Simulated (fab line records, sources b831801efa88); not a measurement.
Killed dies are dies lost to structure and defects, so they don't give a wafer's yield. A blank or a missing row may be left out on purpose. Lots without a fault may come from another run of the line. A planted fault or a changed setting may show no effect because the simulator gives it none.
fab line records | flow sky130
record lots=6 wafers=14 last_day=50
route steps=708 shown LI_CONTACT@365
lots that met no fault: from a run of the same line without faults
start_h: hours from the record's first day to the start of the lot's first wafer shown | wait_h: hours since the lot's step before | " the same as in the row above | L1.1+2: a row that stands for several wafers | - no value, or no start given | * or withheld: withheld | < > ~ a bound
route shown NAME@n: a module of which the file shows steps, and the number in the route of the first | usual: mean/standard deviation of fault-free wafers | same: alike in all rows | chamber/n: place in a boat | sites: the reading at each site | _std_site: their standard deviation | _edge_site: outer sites' mean less inner sites' | radius_mm: how far each site lies from the wafer's centre | mask NAME#n: copy n | behind: the tool/chamber that last shaped the wafer | hold: why the lot was held/for how many hours/how that ended | device: the transistor (n, p or np) that didn't switch | end of line: the same wafers' tests at the end of the route | a step without rows: its recipe alone | killed: dies lost to structure and defects at the first sort, not the wafer's yield | map: a wafer's dies, x killed, . not, _ none there
set.NAME: the setting as run; set.NAME@STEP: as run at that earlier step | model.NAME: the simulator's own value behind a step, which no gauge read
lots at some steps of the route; a table a step, a row a wafer
services: from which hour (start_h, from the record's first day; less than 0 if before it) a tool's chamber was out of use, for how many hours, and why
## steps
# step SKY_LI_CONTACT_BOW_MEAS_03
# recipe mode=bow
# usual LI_CONTACT_BOW=57/6.6
# columns lot.wafer tool chamber start_h wait_h LI_CONTACT_BOW[um]
L188.1 film_metro-03 - 641.74 0.2 55
L188.5 " - " " 57
L188.6 " - " " 61
L190.1 film_metro-04 - 650.23 0.1 61
L190.2 " - " " 48
L190.5 " - " " 49
L195.2 film_metro-03 - 706.44 0.2 64
L194.5 film_metro-01 - 708.08 0.1 55
L206.2 film_metro-04 - 786.06 0.1 66
L206.3 " - " " 56
L206.5 " - " " 52
L211.2 film_metro-01 - 819.51 0.1 57
L211.5 " - " " 54
L211.6 " - " " 55
# step SKY_LI_CONTACT_DEHYDRATE_04
# recipe temp_c=200 time_s=60
# step SKY_LI_CONTACT_HMDS_05
# recipe prime_time_s=60 prime_temp_c=120
# step SKY_LI_CONTACT_COAT_06
# recipe resist=BARC temp_c=withheld time_s=withheld spin_rpm=3000 resist_thk_nm=60
# step SKY_LI_CONTACT_COAT_07
# recipe resist=KrF-thick spin_rpm=3000 resist_thk_nm=450
# step SKY_LI_CONTACT_SOFTBAKE_08
# recipe temp_c=100 time_s=90 resist=KrF-thick
# step SKY_LI_CONTACT_EXPOSE_09
# recipe mask_id=LICM1 na=0.8 source_shape=annular sigma_inner=0.55 sigma_outer=0.85 target_cd_nm=170 dose_mj=38
# step SKY_LI_CONTACT_PEB_10
# recipe peb_temp_c=withheld peb_time_s=withheld resist=KrF-thick
# step SKY_LI_CONTACT_DEVELOP_11
# recipe develop_time_s=60 resist=KrF-thick dev_temp_c=21
# step SKY_LI_CONTACT_CD_MEAS_12
# recipe target_cd_nm=170
# usual cd_nm=170.1/1.6
# columns lot.wafer tool chamber start_h wait_h cd_nm
L188.1 cd_sem-02 - 671.12 - 168.5
L188.5 " - " " 168.8
L188.6 " - " " 169.2
L190.1 cd_sem-02 - 679.21 - 169.0
L190.2 " - " " 169.3
L190.5 " - " " 166.7
L195.2 cd_sem-02 - 733.93 - 172.4
L194.5 cd_sem-02 - 735.40 - 168.7
L206.2 cd_sem-01 - 812.30 - 172.5
L206.3 " - " " 172.5
L206.5 " - " " 172.1
L211.2 cd_sem-01 - 845.65 - 169.5
L211.5 " - " " 170.8
L211.6 " - " " 169.2
# step SKY_LI_CONTACT_OVL_MEAS_13
# usual LI_CONTACT_OVL=-4/5.5
# columns lot.wafer tool chamber start_h wait_h LI_CONTACT_OVL[nm]
L188.1 overlay-02 - 671.24 0.1 0
L188.5 " - " " 4
L188.6 " - " " 3
L190.1 overlay-02 - 679.33 0.1 0
L190.2 " - " " -2
L190.5 " - " " -5
L195.2 overlay-01 - 734.03 0.1 -17
L194.5 overlay-02 - 735.46 0.0 -10
L206.2 overlay-01 - 812.40 0.1 4
L206.3 " - " " 1
L206.5 " - " " 8
L211.2 overlay-02 - 845.75 0.1 1
L211.5 " - " " 5
L211.6 " - " " -3
# step SKY_LI_CONTACT_ETCH_14
# recipe chemistry=N2/H2 target=BARC ion_energy_ev=200 source_w=500 bias_w=100 pressure_mtorr=30 n2_flow_sccm=100 h2_flow_sccm=200 stop_on=SiO2 time_s=45.9 target_depth_a=600
# usual chamber_pressure_mTorr=30.001/0.027 drypump_motor_current_A=5.8/0.48 oes_product_au=0.856/0.0044 throttle_valve_pct=13.224/0.0091
# columns lot.wafer tool chamber start_h wait_h chamber_pressure_mTorr drypump_motor_current_A oes_product_au rf_hours_counter_h throttle_valve_pct
L188.1 rie_diel-04 2 671.27 0.0 30.030 4.8 0.848 49 13.232
L188.5 " 2 " " 29.995 4.8 0.850 - 13.235
L188.6 " 1 " " 30.007 5.3 0.857 - 13.223
L190.1 rie_diel-04 2 679.36 0.0 30.020 4.8 0.863 49 13.223
L190.2 " 0 " " 30.016 5.7 0.856 11 13.221
L190.5 " 0 " " 29.989 5.7 0.858 - 13.220
L195.2 rie_diel-04 0 734.06 0.0 30.016 5.7 0.850 12 13.231
L194.5 rie_diel-04 0 735.49 0.0 29.994 5.7 0.862 - 13.233
L206.2 rie_diel-02 3 812.43 0.0 30.005 6.3 0.852 11 13.219
L206.3 " 2 " " 30.018 5.7 0.855 22 13.236
L206.5 " 0 " " 29.977 6.2 0.858 - 13.221
L211.2 rie_diel-03 3 845.78 0.0 29.993 5.7 0.850 12 13.219
L211.5 " 3 " " 29.970 5.7 0.857 - 13.227
L211.6 " 2 " " 29.999 6.1 0.857 - 13.236
# step SKY_LI_CONTACT_ETCH_15
# recipe target=PSG chemistry=C4F8/O2/Ar stop_on=Si taper_deg=4.15 mask_material=KrF-thick source_w=1500 bias_w=1200 pressure_mtorr=40 c4f8_flow_sccm=withheld O2_flow_sccm=6 Ar_flow_sccm=300 time_s=withheld target_depth_a=6000
# usual chamber_pressure_mTorr=40.00/0.034 oes_product_au=0.842/0.0052
# columns lot.wafer tool chamber start_h wait_h chamber_pressure_mTorr oes_product_au model.KrF-thick_of_LI_CONTACT_COAT_07.thk_nm
L188.1 rie_diel-04 2 671.31 0.0 39.99 0.834 230.8
L188.5 " 2 " " 39.91 0.834 229.3
L188.6 " 1 " " 39.98 0.848 237.6
L190.1 rie_diel-04 2 679.40 0.0 40.01 0.847 233.1
L190.2 " 0 " " 40.02 0.848 233.5
L190.5 " 0 " " 40.01 0.844 236.3
L195.2 rie_diel-04 0 734.10 0.0 40.04 0.844 269.6
L194.5 rie_diel-04 0 735.56 0.0 40.03 0.845 267
L206.2 rie_diel-02 3 812.48 0.0 40.00 0.832 230.8
L206.3 " 2 " " 40.02 0.843 230.5
L206.5 " 0 " " 39.99 0.840 242.1
L211.2 rie_diel-03 3 845.83 0.0 40.02 0.846 235.9
L211.5 " 3 " " 39.92 0.840 237.1
L211.6 " 2 " " 39.97 0.835 233.6
# step SKY_LI_CONTACT_STRIP_16
# recipe chemistry=O2/N2 power_w=1400 pressure_mtorr=1500 platen_temp_c=withheld o2_flow_sccm=3000 n2_flow_sccm=300 overash_fraction=0.5
# usual chamber_pressure_mTorr=1500.0/1.4 drypump_motor_current_A=5.8/0.47 oes_product_au=0.377/0.005 strip_time_to_endpoint_s=3.51/0.056
# columns lot.wafer tool chamber start_h wait_h chamber_pressure_mTorr drypump_motor_current_A oes_product_au rf_hours_counter_h strip_time_to_endpoint_s
L188.1 plasma_asher-03 0 671.40 - 1501.4 5.8 0.380 99 3.50
L188.5 " 0 " " 1497.5 5.8 0.377 - 3.46
L188.6 " 1 " " 1501.9 6.5 0.379 - 3.57
L190.1 plasma_asher-02 0 679.49 - 1498.7 5.0 0.375 59 3.53
L190.2 " 1 " " 1501.2 5.5 0.373 59 3.51
L190.5 " 0 " " 1499.9 5.0 0.373 - 3.55
L195.2 plasma_asher-02 1 734.19 - 1499.4 5.5 0.392 64 3.91
L194.5 plasma_asher-01 0 735.67 - 1496.9 5.9 0.399 - 3.87
L206.2 plasma_asher-03 0 812.56 - 1497.8 5.8 0.380 6 3.49
L206.3 " 1 " " 1499.5 6.4 0.369 - 3.49
L206.5 " 0 " " 1500.0 5.8 0.388 - 3.61
L211.2 plasma_asher-03 0 845.91 - 1498.2 5.8 0.383 9 3.54
L211.5 " 1 " " 1501.5 6.5 0.383 - 3.54
L211.6 " 0 " " 1500.4 5.8 0.373 - 3.51
# step SKY_LI_CONTACT_CLEAN_17
# recipe chemistry=NMP time_s=600 temp_c=60 dry=n2_spin
## services
# columns tool chamber start_h hours kind
rie_diel-04 3 698.89 - clean
rie_diel-04 3 698.89 15.6 scheduled_down
rie_diel-04 3 698.89 15.6 vent_cycle
rie_diel-03 0 707.07 7.1 repair
rie_diel-04 1 713.55 10.0 repair
rie_diel-03 1 723.45 1.3 repair
rie_diel-04 2 723.58 - clean
rie_diel-04 2 723.58 15.1 scheduled_down
rie_diel-04 2 723.58 15.1 vent_cycle
rie_diel-03 3 724.88 8.2 repair
rie_diel-02 1 733.21 1.6 repair
plasma_asher-03 - 733.75 9.0 pm
plasma_asher-03 0 733.75 9.0 vent_cycle
rie_diel-02 1 736.61 48.3 repair
rie_diel-04 - 746.25 14.6 pm
plasma_asher-03 - 760.75 1.3 repair
plasma_asher-03 - 765.17 0.7 repair
plasma_asher-03 - 767.88 2.0 repair
rie_diel-02 2 799.03 5.4 repair
rie_diel-02 - 800.38 4.5 repair
rie_diel-04 - 817.82 2.8 pm
plasma_asher-03 - 828.68 3.6 repair
rie_diel-02 0 832.26 15.3 repair
rie_diel-02 1 832.79 4.4 repair
## key
first_sign step=SKY_LI_CONTACT_STRIP_16 reading=strip_time_to_endpoint_s direction=up sigmas=6.9 usual=* struck=*
effect step=SKY_LI_CONTACT_STRIP_16 reading=oes_product_au direction=up sigmas=3.8 usual=0.377 struck=0.395
model_effect step=SKY_LI_CONTACT_ETCH_15 value=KrF-thick_of_LI_CONTACT_COAT_07.thk_nm without=234.9 struck=268.3
met_at SKY_LI_CONTACT_ETCH_15
struck_wafers L194.5,L195.2
rows_end L194.5,L195.2
onset_between 679.40 734.10
also_fits SKY_LI_CONTACT_ETCH_14:rie_diel-04
fault kind=process_parameter_drift tool=rie_diel-04 chamber=0 onset_h=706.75 steps=SKY_LI_CONTACT_ETCH_15 channel=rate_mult offset=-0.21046 shape=step end_h=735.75
# rows_end: these wafers met a further fault down the route, and their rows from its step on are left out
